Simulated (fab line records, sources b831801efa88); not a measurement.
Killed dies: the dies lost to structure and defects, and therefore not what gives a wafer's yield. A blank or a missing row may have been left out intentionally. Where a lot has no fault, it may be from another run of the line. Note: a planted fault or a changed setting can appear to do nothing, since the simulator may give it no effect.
What tool caused it? + flow sky130 + 12 lots, 36 wafers sampled, at 3 steps of a route of 708

== WHAT THE GAUGES READ, wafer by wafer ==
SKY_METAL3_OVL_MEAS_14.
| lot  | measured     | on         | METAL3_OVL (nm) |
|------|--------------|------------|-----------------|
| L974 | day 38 12:56 | overlay-01 | -3 10 4         |
| L975 | day 39 09:12 | overlay-01 | 6 3 -3          |
| L977 | day 39 17:16 | overlay-02 | 8 -4 2          |
| L980 | day 40 11:59 | overlay-01 | -1 -2 4         |
| L982 | day 41 11:26 | overlay-01 | 3 -3 -3         |
| L983 | day 41 12:23 | overlay-02 | 1 2 2           |
| L984 | day 41 20:47 | overlay-02 | -3 6 6          |
| L986 | day 42 10:02 | overlay-02 | -2 0 -6         |
| L989 | day 43 09:08 | overlay-01 | 4 4 5           |
| L991 | day 43 17:06 | overlay-01 | -5 4 -4         |
| L992 | day 43 23:08 | overlay-02 | -13 -2 -3       |
| L996 | day 44 18:15 | overlay-02 | 4 -7 1          |

SKY_VIA3_THK_MEAS_01.
| lot  | measured     | on           | VIA3_HDPCVD_THK (nm) |
|------|--------------|--------------|----------------------|
| L974 | day 38 14:14 | filmMetro-02 | 1709 1671 1682       |
| L975 | day 39 10:22 | filmMetro-01 | 1673 1685 1696       |
| L977 | day 39 18:25 | filmMetro-02 | 1702 1673 1719       |
| L980 | day 40 13:07 | filmMetro-04 | 1692 1689 1704       |
| L982 | day 41 12:35 | filmMetro-04 | 1716 1703 1707       |
| L983 | day 41 13:31 | filmMetro-04 | 1658 1703 1694       |
| L984 | day 41 22:01 | filmMetro-01 | 1699 1706 1721       |
| L986 | day 42 11:13 | filmMetro-02 | 1695 1692 1672       |
| L989 | day 43 10:16 | filmMetro-04 | 1708 1679 1675       |
| L991 | day 43 18:13 | filmMetro-01 | 1643 1689 1667       |
| L992 | day 44 00:26 | filmMetro-02 | 1697 1702 1684       |
| L996 | day 44 19:31 | filmMetro-04 | 1663 1680 1664       |

== WHAT TOOL EACH LOT RAN ON (gives the tool, then ch and the chambers of the sampled wafers, and finally the start) ==
| lot  | SKY_METAL3_METAL_ETCH_18         |
|------|----------------------------------|
| L974 | rieMetal-03 ch 0, day 38 13:07   |
| L975 | rieMetal-04 ch 0,1, day 39 09:26 |
| L977 | rieMetal-03 ch 0,1, day 39 17:29 |
| L980 | rieMetal-01 ch 0,1, day 40 12:10 |
| L982 | rieMetal-01 ch 0,1, day 41 11:37 |
| L983 | rieMetal-04 ch 0,1, day 41 12:34 |
| L984 | rieMetal-01 ch 0,1, day 41 20:59 |
| L986 | rieMetal-03 ch 0,1, day 42 10:16 |
| L989 | rieMetal-01 ch 0,1, day 43 09:19 |
| L991 | rieMetal-04 ch 0,1, day 43 17:17 |
| L992 | rieMetal-04 ch 1, day 43 23:20   |
| L996 | rieMetal-03 ch 0,1, day 44 18:37 |
- SKY_METAL3_METAL_ETCH_18: etches the open film in Cl2/BCl3, stops on SiO2, target depth 845 nm, time 183.1 s.

== AS READ BY THE TOOLS THEMSELVES (means over the sampled wafers that have a number; for cases with no such wafer, the mark the record gives instead) ==
SKY_METAL3_METAL_ETCH_18.
| lot  | tool        | bcl3FlowSccm (sccm) | drypumpMotorCurrentA (A) | oesProductAu (a.u.) | throttleValvePct (%) |
|------|-------------|---------------------|--------------------------|---------------------|----------------------|
| L974 | rieMetal-03 | 30.21               | 5.1                      | 0.860               | 22.268               |
| L975 | rieMetal-04 | 30.00               | 5.4                      | 0.868               | 22.260               |
| L977 | rieMetal-03 | 30.09               | 5.5                      | 0.866               | 22.268               |
| L980 | rieMetal-01 | 29.99               | 5.3                      | 0.864               | 22.271               |
| L982 | rieMetal-01 | 30.04               | 5.3                      | 0.866               | 22.268               |
| L983 | rieMetal-04 | 30.02               | 5.1                      | 0.868               | 22.263               |
| L984 | rieMetal-01 | 29.93               | 5.3                      | 0.865               | 22.259               |
| L986 | rieMetal-03 | 30.04               | 5.4                      | 0.871               | 22.247               |
| L989 | rieMetal-01 | 30.08               | 5.3                      | 0.872               | 22.263               |
| L991 | rieMetal-04 | 29.96               | 5.1                      | 0.867               | 22.272               |
| L992 | rieMetal-04 | 29.95               | 4.9                      | 0.864               | 22.259               |
| L996 | rieMetal-03 | 30.09               | 5.5                      | 0.857               | 22.260               |

== THE ANSWER, worked out from the rows above alone ==
Rule: the lots themselves supply what counts as usual. The widest of any qualifying gaps counts: lots, ordered by their means at a reading, are off when they make up no more than a third of the lots, leave a main group of 4 or more, and stand apart from it by 3 or more times the standard deviation of that group's means. If all means in a main group match to the digits the tables above print for the reading, that group is not used. A lot without any number at a reading at which 4 lots or more have one is off too. Any other lot the step has rows for is counted as sound. After the gauges, taken in route order, come the tools' own readings; for these a lot's mean is taken, as printed above. The first step at which some lot is off is used, and at that step the reading that is off furthest; a lot without a number counts as furthest.
No lot is off at any reading shown: from this, nothing can be told.

== WHAT THE SIMULATOR HAD PUT IN ==
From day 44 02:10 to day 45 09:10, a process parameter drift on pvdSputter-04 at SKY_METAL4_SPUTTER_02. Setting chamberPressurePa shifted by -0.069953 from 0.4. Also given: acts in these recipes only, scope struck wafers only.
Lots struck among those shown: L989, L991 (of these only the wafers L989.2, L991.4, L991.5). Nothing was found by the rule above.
